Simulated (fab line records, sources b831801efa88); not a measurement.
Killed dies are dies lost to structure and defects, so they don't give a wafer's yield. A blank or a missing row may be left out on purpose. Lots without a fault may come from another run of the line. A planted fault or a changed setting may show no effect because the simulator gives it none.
A struck lot beside a sound one | flow sky130 | 23 steps out of a route of 708
Sound: wafers L248.2, L248.3, L248.5. Struck: wafer L254.6. (L254.4 of the same lot was not struck and is left out.) The cause comes at the end.
At each step with rows: each side's tool, then ch and its chambers, then its first start. Under that, the readings that differ: sound wafers | struck wafers | difference of the means | sigmas: that difference in standard deviations of wafers without a fault.
alike: readings whose means differ by less than 2 such deviations, and words and numbers that are the same on both sides. not compared: withheld readings, readings that some wafer has no value for, bounds like >300 that may hide the same value, and numbers for which the record gives no deviation and whose values overlap.
The two part at a step that has a row with sigmas, a row that says differs or no value, or rows on one side only. Numbers that don't overlap but have no deviation are shown without sigmas and don't part them. A reading that every wafer of one side lacks parts them only if that side has two wafers or more.

first, 1 step without rows for these wafers: SKY_CAPM_DEVELOP_11 (develop time 60 s).
SKY_CAPM_OVL_MEAS_12:
  sound on overlay-02, day 40 04:16; struck on overlay-02, day 42 04:41
  alike: CAPM_OVL
SKY_CAPM_METAL_ETCH_13: etches TiN in Cl2/BCl3, stops on SiO2, target depth 220 nm, time 62.9 s.
  sound on rie_metal-02 ch 0, day 40 04:18; struck on rie_metal-02 ch 0, day 42 04:44
  reading             | sound             | struck | difference | sigmas
  mfc_cl2_sccm (sccm) | 59.88 59.83 59.91 | 60.25  | +0.38      | +2
  alike: drypump_motor_current_A, oes_product_au, throttle_valve_pct
  not compared: rf_hours_counter_h
SKY_CAPM_STRIP_14: strips in O2/N2.
  sound on plasma_asher-01 ch 0,1, day 40 04:23; struck on plasma_asher-04 ch 0, day 42 04:49
  alike: drypump_motor_current_A, o2_flow_sccm, oes_product_au, strip_time_to_endpoint_s
  not compared: rf_hours_counter_h
then, 8 steps without rows for these wafers: SKY_CAPM_STRIP_15 (strips in post etch residue remover, time 1200 s); SKY_CAPM_CLEAN_16 (cleans in IPA, time 180 s); SKY_CAPM_CLEAN_17 (cleans in O3/DIW); SKY_METAL3_DEHYDRATE_05 (time 60 s); SKY_METAL3_HMDS_06 (prime time 60 s); SKY_METAL3_COAT_07 (resist thk 60 nm); SKY_METAL3_COAT_08 (resist thk 1140 nm); SKY_METAL3_SOFTBAKE_09 (time 90 s).
SKY_METAL3_EXPOSE_10: exposes mask MM3, target cd 300 nm.
  sound on krf_scanner-02 ch 0, day 40 16:43; struck on krf_scanner-02 ch 0, day 42 16:21
  alike: mask
then, 2 steps without rows for these wafers: SKY_METAL3_PEB_11; SKY_METAL3_DEVELOP_12 (develop time 60 s).
SKY_METAL3_CD_MEAS_13: target cd 300 nm.
  sound on cd_sem-01, day 41 05:35; struck on cd_sem-02, day 43 04:33
  reading    | sound             | struck | difference | sigmas
  cd_nm (nm) | 301.9 303.6 303.3 | 266.6  | -36.3      | -28
SKY_METAL3_OVL_MEAS_14:
  sound on overlay-01, day 41 05:42; struck on overlay-01, day 43 04:37
  alike: METAL3_OVL
SKY_METAL3_DESCUM_15: chemistry O2, time 8 s.
  sound on rie_metal-01 ch 0,1, day 41 05:44; struck on rie_metal-04 ch 0, day 43 04:39
  reading                 | sound             | struck | difference | sigmas
  oes_product_au (a.u.)   | 1.005 1.010 1.013 | 1.027  | +0.018     | +2
  model.METAL3.cd_nm (nm) | 302.2 303.4 303.5 | 266.1  | -36.9      |
  alike: drypump_motor_current_A
  not compared: rf_hours_counter_h
SKY_METAL3_ETCH_16: etches BARC in N2/H2, stops on SiO2, time 88.2 s, target depth 60 nm.
  sound on rie_metal-01 ch 0,1, day 41 05:46; struck on rie_metal-04 ch 0, day 43 04:43
  alike: drypump_motor_current_A, h2_flow_sccm, oes_product_au, throttle_valve_pct
  not compared: rf_hours_counter_h
SKY_METAL3_ETCH_17: etches SiO2 in C4F8/O2/Ar, stops on TiN, time 3.9 s, target depth 15 nm.
  sound on rie_diel-02 ch 1,3, day 41 05:52; struck on rie_diel-02 ch 3, day 43 04:47
  alike: oes_product_au
  not compared: rf_hours_counter_h
SKY_METAL3_METAL_ETCH_18: etches the open film in Cl2/BCl3, stops on SiO2, target depth 845 nm, time 183.1 s.
  sound on rie_metal-02 ch 0,1, day 41 05:52; struck on rie_metal-01 ch 1, day 43 04:59
  reading                 | sound             | struck | difference | sigmas
  oes_product_au (a.u.)   | 0.864 0.868 0.869 | 0.848  | -0.019     | -3
  model.METAL3.cd_nm (nm) | 298.1 296.6 299.5 | 262    | -36        |
  alike: drypump_motor_current_A, mfc_cl2_sccm, throttle_valve_pct
  not compared: rf_hours_counter_h
SKY_METAL3_STRIP_19: strips in O2/N2.
  sound on plasma_asher-02 ch 0,1, day 41 06:03; struck on plasma_asher-02 ch 1, day 43 05:11
  alike: drypump_motor_current_A, o2_flow_sccm, oes_product_au, strip_time_to_endpoint_s
  not compared: rf_hours_counter_h
-- the record jumps here: 6 days lie between the struck wafers' starts before and after (it left off in module METAL3 and takes up again in module PAD_OPEN, whose first step shown is number 708 of the route) --
SKY_PAD_OPEN_PROBE_99:
  sound on prober-02, day 48 00:27; struck on prober-02, day 49 13:11
  reading                        | sound                | struck | difference | sigmas
  model.etest.met3.width_nm (nm) | 298.2 296.5 300.9    | 262    | -37        |
  model.etest.met3.line_ohm_um   | 0.1408 0.1432 0.1423 | 0.1643 | +0.0222    |

WHERE THEY PART
First at SKY_CAPM_METAL_ETCH_13; last, within this record, at SKY_METAL3_METAL_ETCH_18. Later steps at which nothing parts them and some readings are alike: SKY_METAL3_STRIP_19.

WHY: what the simulator had put in
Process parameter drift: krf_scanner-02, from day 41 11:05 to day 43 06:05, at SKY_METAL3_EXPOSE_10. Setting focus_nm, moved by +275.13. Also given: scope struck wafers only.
